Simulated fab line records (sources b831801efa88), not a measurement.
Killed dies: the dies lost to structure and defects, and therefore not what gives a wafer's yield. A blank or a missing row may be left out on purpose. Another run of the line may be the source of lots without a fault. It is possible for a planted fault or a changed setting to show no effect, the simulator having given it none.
One fault through the eyes of 2 desks -- flow sky130 -- each desk holds nothing but its own numbers, with what lay behind them at the end

== THE METROLOGY DESK ==
What the gauges read, lot by lot, whatever tool the lot ran on: means of the sampled wafers that have a number. The brackets show how far a lot's mean lies from the usual mean; more than 4 standard deviations puts the lot out of limits, marked OUT.
Columns: A = VIA2_BOW at SKY_VIA2_BOW_MEAS_03, usual 87 um; B = VIA2_W_THK at SKY_VIA2_THK_MEAS_23, usual 433 nm; C = CAPM_TIN_RS at SKY_CAPM_RS_MEAS_03, usual 6.92 ohm/sq; D = CAPM_TIN_THK at SKY_CAPM_THK_MEAS_04, usual 201 nm
lot,first seen here,A,B,C,D
L531,day 37 01:28,95,428,6.95,199
L529,day 37 03:08,81,425,7.01,199
L532,day 37 17:34,85,442,6.84,204
L533,day 37 21:12,81,436,6.86,203
L535,day 38 04:35,87,426,6.94,201
L534,day 38 05:52,79,419,7.03,197
L536,day 38 21:35,85,428,6.98,200
L537,day 39 02:59,87,446,6.94,199
L539,day 39 14:37,83,432,6.30 (-5.6) OUT,221 (+6.2) OUT
L545,day 41 02:34,85,432,6.87,200
L546,day 41 09:21,85,428,6.87,200
L547,day 41 10:28,93,439,6.73,205
L549,day 42 07:27,92,447,6.84,203
This desk finds L539 out of limits, with the earliest case on L539 at day 40 18:04 (CAPM_TIN_RS at SKY_CAPM_RS_MEAS_03). L531, L529, L532, L533, L535, L534, L536, L537, L545, L546, L547, L549 stayed within limits.

== FOR THE TOOL OWNER'S DESK: pvd-sputter-04 ==
The tool's own readings at SKY_CAPM_SPUTTER_02 (material TiN, target thk 200 nm, time 166.7 s): means of the sampled wafers that have a number, for each lot that ran on this tool. The brackets show how far a lot's mean lies from the usual mean; more than 4 standard deviations puts the lot out of limits, marked OUT.
Columns: A = chamber-pressure-pa at SKY_CAPM_SPUTTER_02, usual 0.4001 Pa; B = throttle-valve-pct at SKY_CAPM_SPUTTER_02, usual 30.2 %
lot,first seen here,A,B
L531,day 38 06:21,0.3997,29.8
L529,day 38 07:41,0.4001,29.3
L534,day 39 10:02,0.4003,30.0
L536,day 40 01:45,0.3990,30.1
L537,day 40 05:49,0.4003,30.1
L539,day 40 17:55,0.4005,30.3
Result from this desk: across the 6 lots, nothing is out of limits.

== ALL TOGETHER ==
The metrology desk could have raised an alarm at day 40 18:04, on L539.
Nothing out of limits was seen by the tool owner's desk.
Tool owner's desk: L539 on record, inside its limits.
Of the lots named, all ran SKY_CAPM_SPUTTER_02 on pvd-sputter-04.

== WHAT WAS PUT IN BY THE SIMULATOR ==
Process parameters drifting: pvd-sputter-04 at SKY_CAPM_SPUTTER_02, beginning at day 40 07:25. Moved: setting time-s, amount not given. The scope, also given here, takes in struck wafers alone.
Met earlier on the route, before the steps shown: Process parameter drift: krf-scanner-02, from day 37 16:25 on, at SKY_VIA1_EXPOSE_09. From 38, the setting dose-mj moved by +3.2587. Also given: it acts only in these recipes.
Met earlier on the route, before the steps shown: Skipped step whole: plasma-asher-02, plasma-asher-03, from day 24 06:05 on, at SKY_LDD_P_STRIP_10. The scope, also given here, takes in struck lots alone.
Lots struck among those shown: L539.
Hours from the fault's start to each desk's first reading out of limits: the metrology desk, 11.
